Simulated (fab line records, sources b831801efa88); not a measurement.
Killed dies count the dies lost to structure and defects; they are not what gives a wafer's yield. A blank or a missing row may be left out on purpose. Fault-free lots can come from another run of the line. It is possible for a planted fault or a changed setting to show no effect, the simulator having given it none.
Which tool is to blame? || flow gf180mcu || Sampling: 13 lots, 39 wafers, 4 of 602 route steps

## WHAT EACH GAUGE READ, for each wafer
GF_STI_THK_MEAS_04. Usual: for STI_CVD_03_THK the level is 206.9 nm and the standard deviation is 2.3.
{"lot": "L306", "measured": "day 1 14:45", "on": "film metro-02", "STI_CVD_03_THK (nm)": "208.4 206.9 207.7", "flag": ""}
{"lot": "L309", "measured": "day 2 04:38", "on": "film metro-02", "STI_CVD_03_THK (nm)": "209.8 208.1 206.3", "flag": ""}
{"lot": "L310", "measured": "day 2 10:22", "on": "film metro-03", "STI_CVD_03_THK (nm)": "204.1 204.5 203.7", "flag": ""}
{"lot": "L311", "measured": "day 2 14:56", "on": "film metro-04", "STI_CVD_03_THK (nm)": "208.6 209.4 209.1", "flag": ""}
{"lot": "L313", "measured": "day 3 00:34", "on": "film metro-02", "STI_CVD_03_THK (nm)": "204.9 207.1 205.3", "flag": ""}
{"lot": "L315", "measured": "day 3 12:26", "on": "film metro-03", "STI_CVD_03_THK (nm)": "207.5 207.7 206.1", "flag": ""}
{"lot": "L316", "measured": "day 3 16:34", "on": "film metro-02", "STI_CVD_03_THK (nm)": "202.9 202.3 203.8", "flag": ""}
{"lot": "L318", "measured": "day 4 01:35", "on": "film metro-02", "STI_CVD_03_THK (nm)": "206.1 205.7 205.1", "flag": ""}
{"lot": "L320", "measured": "day 4 11:34", "on": "film metro-03", "STI_CVD_03_THK (nm)": "209.9 210.3 211.7", "flag": ""}
{"lot": "L322", "measured": "day 4 21:58", "on": "film metro-03", "STI_CVD_03_THK (nm)": "204.4 204.5 206.4", "flag": ""}
{"lot": "L327", "measured": "day 5 22:34", "on": "film metro-04", "STI_CVD_03_THK (nm)": "210.2 209.7 209.7", "flag": ""}
{"lot": "L328", "measured": "day 6 04:22", "on": "film metro-02", "STI_CVD_03_THK (nm)": "205.3 205.5 206.7", "flag": ""}
{"lot": "L329", "measured": "day 6 08:35", "on": "film metro-03", "STI_CVD_03_THK (nm)": "206.8 205.7 205.8", "flag": ""}

GF_NWELL_OVL_MEAS_07. Usual: for NWELL_OVL the level is 0.9 nm and the standard deviation is 1.4.
{"lot": "L306", "measured": "day 3 07:52", "on": "overlay-01", "NWELL_OVL (nm)": "-0.7 1.0 1.5", "flag": ""}
{"lot": "L309", "measured": "day 4 00:10", "on": "overlay-02", "NWELL_OVL (nm)": "0.9 -1.5 0.5", "flag": ""}
{"lot": "L310", "measured": "day 4 04:50", "on": "overlay-01", "NWELL_OVL (nm)": "2.1 2.0 1.6", "flag": ""}
{"lot": "L311", "measured": "day 4 12:23", "on": "overlay-01", "NWELL_OVL (nm)": "1.9 0.6 1.1", "flag": ""}
{"lot": "L313", "measured": "day 4 19:55", "on": "overlay-02", "NWELL_OVL (nm)": "-0.3 1.8 1.4", "flag": ""}
{"lot": "L315", "measured": "day 5 12:01", "on": "overlay-02", "NWELL_OVL (nm)": "1.8 -0.5 -1.3", "flag": ""}
{"lot": "L316", "measured": "day 5 14:02", "on": "overlay-01", "NWELL_OVL (nm)": "-0.3 0.5 -1.2", "flag": ""}
{"lot": "L318", "measured": "day 6 02:34", "on": "overlay-01", "NWELL_OVL (nm)": "-0.5 -0.3 -0.1", "flag": ""}
{"lot": "L320", "measured": "day 6 09:22", "on": "overlay-01", "NWELL_OVL (nm)": "-0.5 -0.5 0.7", "flag": ""}
{"lot": "L322", "measured": "day 6 23:20", "on": "overlay-02", "NWELL_OVL (nm)": "1.0 4.2 -0.2", "flag": ""}
{"lot": "L327", "measured": "day 8 01:31", "on": "overlay-02", "NWELL_OVL (nm)": "-100.0 -98.3 -98.8", "flag": "OFF"}
{"lot": "L328", "measured": "day 8 08:25", "on": "overlay-01", "NWELL_OVL (nm)": "-98.6 -99.0 -101.9", "flag": "OFF"}
{"lot": "L329", "measured": "day 8 12:08", "on": "overlay-02", "NWELL_OVL (nm)": "2.2 0.8 1.8", "flag": ""}

GF_MVPSD_OVL_MEAS_07. Usual: for MVPSD_OVL the level is -0.6 nm and the standard deviation is 1.4.
{"lot": "L306", "measured": "day 5 01:42", "on": "overlay-02", "MVPSD_OVL (nm)": "0.5 -0.3 0.2", "flag": ""}
{"lot": "L309", "measured": "day 5 19:04", "on": "overlay-01", "MVPSD_OVL (nm)": "1.9 -0.6 1.4", "flag": ""}
{"lot": "L310", "measured": "day 5 23:15", "on": "overlay-01", "MVPSD_OVL (nm)": "-0.5 1.4 -0.3", "flag": ""}
{"lot": "L311", "measured": "day 6 07:22", "on": "overlay-02", "MVPSD_OVL (nm)": "0.9 2.9 0.0", "flag": ""}
{"lot": "L313", "measured": "day 6 16:48", "on": "overlay-02", "MVPSD_OVL (nm)": "-1.3 -1.0 -3.7", "flag": ""}
{"lot": "L315", "measured": "day 7 10:07", "on": "overlay-01", "MVPSD_OVL (nm)": "-1.6 -3.0 -2.0", "flag": ""}
{"lot": "L316", "measured": "day 7 13:33", "on": "overlay-02", "MVPSD_OVL (nm)": "-2.3 0.2 1.7", "flag": ""}
{"lot": "L318", "measured": "day 8 02:37", "on": "overlay-01", "MVPSD_OVL (nm)": "-2.3 -2.3 -0.8", "flag": ""}
{"lot": "L320", "measured": "day 8 08:45", "on": "overlay-02", "MVPSD_OVL (nm)": "-0.8 -0.1 1.3", "flag": ""}
{"lot": "L322", "measured": "day 9 00:44", "on": "overlay-01", "MVPSD_OVL (nm)": "-0.2 2.8 0.2", "flag": ""}
{"lot": "L327", "measured": "day 10 05:32", "on": "overlay-02", "MVPSD_OVL (nm)": "-0.3 1.0 -2.1", "flag": ""}
{"lot": "L328", "measured": "day 10 11:55", "on": "overlay-02", "MVPSD_OVL (nm)": "-1.3 -3.2 -1.8", "flag": ""}
{"lot": "L329", "measured": "day 10 17:40", "on": "overlay-02", "MVPSD_OVL (nm)": "-1.1 -1.8 -2.4", "flag": ""}

## TOOL THAT RAN EACH LOT (tool first, then ch and the chambers of the sampled wafers, then the start)
{"lot": "L306", "GF_NWELL_EXPOSE_04": "iline stepper-01 ch 0, day 3 01:22"}
{"lot": "L309", "GF_NWELL_EXPOSE_04": "iline stepper-02 ch 0, day 3 17:16"}
{"lot": "L310", "GF_NWELL_EXPOSE_04": "iline stepper-01 ch 0, day 3 22:31"}
{"lot": "L311", "GF_NWELL_EXPOSE_04": "iline stepper-01 ch 0, day 4 05:38"}
{"lot": "L313", "GF_NWELL_EXPOSE_04": "iline stepper-01 ch 0, day 4 13:54"}
{"lot": "L315", "GF_NWELL_EXPOSE_04": "iline stepper-02 ch 0, day 5 05:14"}
{"lot": "L316", "GF_NWELL_EXPOSE_04": "iline stepper-02 ch 0, day 5 07:22"}
{"lot": "L318", "GF_NWELL_EXPOSE_04": "iline stepper-01 ch 0, day 5 19:04"}
{"lot": "L320", "GF_NWELL_EXPOSE_04": "iline stepper-01 ch 0, day 6 02:13"}
{"lot": "L322", "GF_NWELL_EXPOSE_04": "iline stepper-01 ch 0, day 6 15:52"}
{"lot": "L327", "GF_NWELL_EXPOSE_04": "iline stepper-02 ch 0, day 7 17:13"}
{"lot": "L328", "GF_NWELL_EXPOSE_04": "iline stepper-02 ch 0, day 8 00:50"}
{"lot": "L329", "GF_NWELL_EXPOSE_04": "iline stepper-01 ch 0, day 8 04:12"}
- GF_NWELL_EXPOSE_04: exposes mask Nwell, target cd 860 nm.

## AS READ BY THE TOOLS THEMSELVES (means over the sampled wafers that have a number; for cases with no such wafer, the mark the record gives instead)
GF_NWELL_EXPOSE_04. Usual: stage vel mm s 500.07 mm/s, standard deviation 0.25.
{"lot": "L306", "tool": "iline stepper-01", "stage vel mm s (mm/s)": 500.37, "flag": ""}
{"lot": "L309", "tool": "iline stepper-02", "stage vel mm s (mm/s)": 500.04, "flag": ""}
{"lot": "L310", "tool": "iline stepper-01", "stage vel mm s (mm/s)": 499.98, "flag": ""}
{"lot": "L311", "tool": "iline stepper-01", "stage vel mm s (mm/s)": 500.13, "flag": ""}
{"lot": "L313", "tool": "iline stepper-01", "stage vel mm s (mm/s)": 500.15, "flag": ""}
{"lot": "L315", "tool": "iline stepper-02", "stage vel mm s (mm/s)": 500.00, "flag": ""}
{"lot": "L316", "tool": "iline stepper-02", "stage vel mm s (mm/s)": 500.53, "flag": ""}
{"lot": "L318", "tool": "iline stepper-01", "stage vel mm s (mm/s)": 499.85, "flag": ""}
{"lot": "L320", "tool": "iline stepper-01", "stage vel mm s (mm/s)": 500.31, "flag": ""}
{"lot": "L322", "tool": "iline stepper-01", "stage vel mm s (mm/s)": 500.38, "flag": ""}
{"lot": "L327", "tool": "iline stepper-02", "stage vel mm s (mm/s)": 499.78, "flag": ""}
{"lot": "L328", "tool": "iline stepper-02", "stage vel mm s (mm/s)": 500.19, "flag": ""}
{"lot": "L329", "tool": "iline stepper-01", "stage vel mm s (mm/s)": 499.80, "flag": ""}

## THE ANSWER, worked out from the rows above alone
Rule: take the mean of a lot's wafers that have a number; if it is more than 3 standard deviations from the usual mean, the lot is off. A lot without any number at a reading at which 4 lots or more have one is off too. Where the step has rows for the other lots, those lots are counted as sound. First the gauges in route order, then the tools' own readings, where a lot's mean is used as printed above. The first step at which some lot is off is used, and at that step the reading that is off furthest; a lot without a number counts as furthest.
Off: at GF_NWELL_OVL_MEAS_07 (NWELL_OVL), L327, L328.
A tool fits if, at a process step before that reading, it ran every lot that is off, and no sound lot after the first of them. Gauges at GF_NWELL_OVL_MEAS_07: tried the same way as those tools. One candidate fits, namely iline stepper-02 at GF_NWELL_EXPOSE_04. Its last sound lot is L316 (day 5 07:22), its first lot that is off L327 (day 7 17:13): a fault that began between those two fits.

## WHAT THE SIMULATOR HAD INSERTED
Scanner matching overlay: iline stepper-02, from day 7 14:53 on, at GF_NWELL_EXPOSE_04. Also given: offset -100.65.
Lots struck among those shown: L327, L328. The rule above reached the same finding.
